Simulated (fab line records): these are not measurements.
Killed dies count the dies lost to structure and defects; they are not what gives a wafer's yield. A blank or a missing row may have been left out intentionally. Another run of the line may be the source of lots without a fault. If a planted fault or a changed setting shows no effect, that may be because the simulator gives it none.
Matching of chambers :: flow gf180mcu :: GF_V5_CMP_26 on cmp-02: 4 sister chambers
The step polishes, stops on SiO2, t overpolish 15 s, target thk 0 nm. 4 wafers are shown with their chamber, then 9 later ones without.

## WAFERS WITH THEIR CHAMBER
wafer: L270.1
chamber: 1
motor current A (A): 14.1

wafer: L274.1
chamber: 2
motor current A (A): 11.3

wafer: L274.2
chamber: 3
motor current A (A): 13.3

wafer: L274.4
chamber: 0
motor current A (A): 13.0

## WAFERS WITH NO CHAMBER GIVEN
wafer: L277.1
motor current A (A): 13.2

wafer: L277.3
motor current A (A): 10.8

wafer: L277.5
motor current A (A): 10.1

wafer: L281.1
motor current A (A): 13.2

wafer: L281.4
motor current A (A): 10.8

wafer: L281.5
motor current A (A): 13.4

wafer: L282.4
motor current A (A): 10.6

wafer: L282.5
motor current A (A): 12.6

wafer: L282.6
motor current A (A): 13.1

## CHAMBER TAKEN BY EACH
wafer: L277.1
from the rows above: can't be placed: 3 or 0 or 1
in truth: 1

wafer: L277.3
from the rows above: 2
in truth: 2

wafer: L277.5
from the rows above: 2
in truth: 2

wafer: L281.1
from the rows above: can't be placed: 3 or 0 or 1
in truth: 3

wafer: L281.4
from the rows above: 2
in truth: 2

wafer: L281.5
from the rows above: can't be placed: 3 or 0 or 1
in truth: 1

wafer: L282.4
from the rows above: 2
in truth: 2

wafer: L282.5
from the rows above: can't be placed: 0 or 3 or 2
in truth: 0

wafer: L282.6
from the rows above: can't be placed: 0 or 3 or 1
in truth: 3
4 of 9 placed correctly. Not placeable from these rows: 5 (in 5, the candidates include the true chamber). Number placed wrongly: 0.
How it was worked out, from the rows above alone: a wafer's distance from a chamber is the root of the sum, over the readings, of the square of ((its reading less the chamber's mean) divided by the reading's scatter). If the next closest chamber is less than 2 further off than the closest, the wafer can't be placed; otherwise it belongs to the closest. A chamber's mean is the mean of its shown wafers. The scatter: root of mean squared gap, hidden wafer to nearest shown wafer, with one shown wafer a chamber.
